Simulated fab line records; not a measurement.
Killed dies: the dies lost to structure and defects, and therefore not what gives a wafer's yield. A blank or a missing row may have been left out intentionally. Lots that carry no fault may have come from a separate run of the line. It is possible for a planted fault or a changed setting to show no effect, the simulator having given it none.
Which tool did it? -- flow gf180mcu -- 14 lots, 41 wafers sampled, at 6 steps of a route of 602

== WHAT EACH GAUGE READ, for each wafer ==
GF_LVPWELL_TW_MEAS_11. Usual: for LVPWELL_TW the level is 558 and the standard deviation is 6.1.
lot,measured,on,LVPWELL_TW,flag
L725,day 4 01:24,film-metro-03,556 557 555,
L726,day 4 08:26,film-metro-03,557 558 560,
L727,day 4 15:11,film-metro-01,553 554 556,
L728,day 4 18:56,film-metro-01,554 554 555,
L729,day 4 20:51,film-metro-01,556 558 553,
L730,day 4 23:13,film-metro-04,564 565 560,
L731,day 5 08:02,film-metro-04,565 565 565,
L732,day 5 17:08,film-metro-04,563 568,
L733,day 5 20:59,film-metro-03,554 554 554,
L734,day 5 23:47,film-metro-01,555 554 557,
L735,day 6 04:26,film-metro-03,558 558 555,
L736,day 6 10:29,film-metro-04,570 569 568,
L743,day 8 03:23,film-metro-03,1284 1280 1289,OFF
L744,day 8 08:17,film-metro-01,1303 1293 1300,OFF

GF_VT_IMPLANT_OVL_MEAS_40. Usual: for VT_IMPLANT_03_OVL the level is -0.8 nm and the standard deviation is 1.7.
lot,measured,on,VT_IMPLANT_03_OVL (nm),flag
L725,day 7 16:36,overlay-01,-0.7 1.1 -2.0,
L726,day 8 01:13,overlay-01,0.7 -1.4 -1.2,
L727,day 8 09:59,overlay-01,0.5 -2.9 -1.4,
L728,day 8 13:12,overlay-01,1.1 -1.7 0.6,
L729,day 8 17:24,overlay-02,0.2 -0.2 0.4,
L730,day 8 17:59,overlay-01,-3.0 -3.7 -3.2,
L731,day 9 06:49,overlay-02,-1.0 1.7 1.8,
L732,day 9 17:00,overlay-01,-1.0 -2.6,
L733,day 9 21:19,overlay-02,-0.7 -0.9 -2.6,
L734,day 10 01:28,overlay-02,2.2 2.7 0.3,
L735,day 10 08:20,overlay-01,1.2 0.9 2.7,
L736,day 10 14:25,overlay-01,-4.5 -6.1 -4.7,
L743,day 12 15:38,overlay-01,-3.2 0.0 -2.5,
L744,day 12 20:23,overlay-01,-0.2 -0.6 0.1,

GF_VT_IMPLANT_RS_MEAS_48: measures by four-point-probe. Usual: for LVPWELL_RS the level is 1197 ohm/sq and the standard deviation is 3.3.
lot,measured,on,LVPWELL_RS (ohm/sq),flag
L725,day 7 17:21,film-metro-01,1203 1203 1203,
L726,day 8 01:56,film-metro-01,1199 1197 1193,
L727,day 8 10:44,film-metro-03,1198 1196 1199,
L728,day 8 13:57,film-metro-01,1202 1205 1199,
L729,day 8 18:09,film-metro-03,1193 1195 1195,
L730,day 8 18:45,film-metro-03,1200 1200 1200,
L731,day 9 07:37,film-metro-04,1192 1196 1191,
L732,day 9 17:44,film-metro-03,1201 1198,
L733,day 9 22:03,film-metro-03,1199 1196 1200,
L734,day 10 02:11,film-metro-03,1193 1192 1196,
L735,day 10 09:05,film-metro-03,1193 1194 1193,
L736,day 10 15:08,film-metro-03,1197 1196 1193,
L743,day 12 16:23,film-metro-01,- - -,OFF
L744,day 12 21:08,film-metro-01,- - -,OFF

GF_HV_LDD_CD_MEAS_19: target cd 400 nm. Usual: cd-nm reads 399.5 nm (standard deviation 2.2).
lot,measured,on,cd-nm (nm),flag
L725,day 10 22:37,cd-sem-02,397.0 395.8 399.6,
L726,day 11 07:00,cd-sem-02,398.4 399.8 400.8,
L727,day 11 18:24,cd-sem-01,399.5 398.5 396.8,
L728,day 11 21:13,cd-sem-01,399.9 400.5 401.1,
L729,day 12 03:37,cd-sem-01,400.4 399.6 397.0,
L730,day 12 04:13,cd-sem-02,405.7 405.6 405.0,
L731,day 12 17:38,cd-sem-01,398.1 401.5 399.5,
L732,day 13 05:21,cd-sem-01,396.6 395.4,
L733,day 13 08:36,cd-sem-01,398.4 400.0 399.9,
L734,day 13 12:27,cd-sem-01,396.2 396.5 396.0,
L735,day 13 21:39,cd-sem-02,399.2 401.3 400.8,
L736,day 14 02:54,cd-sem-01,399.0 396.2 396.6,
L743,day 16 14:58,cd-sem-02,400.6 403.0 399.7,
L744,day 16 18:12,cd-sem-02,398.9 399.7 399.0,

GF_NSD_TW_MEAS_12. Usual: for NSD_TW the level is 4200 and the standard deviation is 76.
lot,measured,on,NSD_TW,flag
L725,day 13 13:16,film-metro-02,4091 4108 4103,
L726,day 13 22:15,film-metro-02,4115 4147 4138,
L727,day 14 10:31,film-metro-02,4171 4174 4170,
L728,day 14 12:58,film-metro-02,4163 4157 4154,
L729,day 14 21:40,film-metro-02,4191 4162 4180,
L730,day 14 22:59,film-metro-04,4314 4303 4311,
L731,day 15 11:23,film-metro-04,4263 4300 4282,
L732,day 16 01:16,film-metro-02,4130 4155,
L733,day 16 04:08,film-metro-01,4209 4219 4225,
L734,day 16 08:13,film-metro-02,4133 4154 4146,
L735,day 16 18:28,film-metro-02,4127 4125 4128,
L736,day 16 23:28,film-metro-04,4319 4336 4306,
L743,day 19 18:38,film-metro-02,4115 4139 4129,
L744,day 19 21:25,film-metro-02,4128 4103 4113,

== EACH LOT AND THE TOOL THAT RAN IT (in order: tool; ch and the chambers of the sampled wafers; start) ==
lot,GF_LVPWELL_IMPLANT_08
L725,"implanter-04 ch 0, day 4 01:01"
L726,"implanter-01 ch 0, day 4 08:02"
L727,"implanter-01 ch 0, day 4 14:47"
L728,"implanter-01 ch 0, day 4 18:33"
L729,"implanter-03 ch 0, day 4 20:28"
L730,"implanter-03 ch 0, day 4 22:51"
L731,"implanter-03 ch 0, day 5 07:39"
L732,"implanter-01 ch 0, day 5 16:44"
L733,"implanter-03 ch 0, day 5 20:35"
L734,"implanter-03 ch 0, day 5 23:23"
L735,"implanter-04 ch 0, day 6 04:02"
L736,"implanter-01 ch 0, day 6 10:05"
L743,"implanter-03 ch 0, day 8 02:59"
L744,"implanter-01 ch 0, day 8 07:53"
- GF_LVPWELL_IMPLANT_08

== AS READ BY THE TOOLS THEMSELVES (means over the sampled wafers that have a number; for cases with no such wafer, the mark the record gives instead) ==
GF_LVPWELL_IMPLANT_08. Usual: dose-ions-cm2 reads 1.5002e+13 (standard deviation 1.6e+10).
lot,tool,dose-ions-cm2,flag
L725,implanter-04,1.4989e+13,
L726,implanter-01,1.4972e+13,
L727,implanter-01,1.5002e+13,
L728,implanter-01,1.4995e+13,
L729,implanter-03,1.5019e+13,
L730,implanter-03,1.5010e+13,
L731,implanter-03,1.5002e+13,
L732,implanter-01,1.5008e+13,
L733,implanter-03,1.5014e+13,
L734,implanter-03,1.5010e+13,
L735,implanter-04,1.4996e+13,
L736,implanter-01,1.5000e+13,
L743,implanter-03,1.5012e+13,
L744,implanter-01,1.5000e+13,

== THE ANSWER, worked out from the rows above alone ==
Rule: a lot is off if the mean of its wafers that have a number lies more than 3 standard deviations from the usual mean. Also off: a lot with no number at a reading for which 4 or more lots have one. The other lots that the step has rows for count as sound. First the gauges in route order, then the tools' own readings, where a lot's mean is used as printed above. At the first step where some lot is off, the reading lying furthest off is the one used; lots without a number count as furthest.
Off: at GF_LVPWELL_TW_MEAS_11 (LVPWELL_TW), L743, L744.
A tool fits if, at a process step before that reading, it ran every lot that is off, and no sound lot after the first of them. Those tools and the gauges at GF_LVPWELL_TW_MEAS_11 are tried in the same way. Not one of the candidates tried fits.

== WHAT HAD BEEN PUT IN BY THE SIMULATOR ==
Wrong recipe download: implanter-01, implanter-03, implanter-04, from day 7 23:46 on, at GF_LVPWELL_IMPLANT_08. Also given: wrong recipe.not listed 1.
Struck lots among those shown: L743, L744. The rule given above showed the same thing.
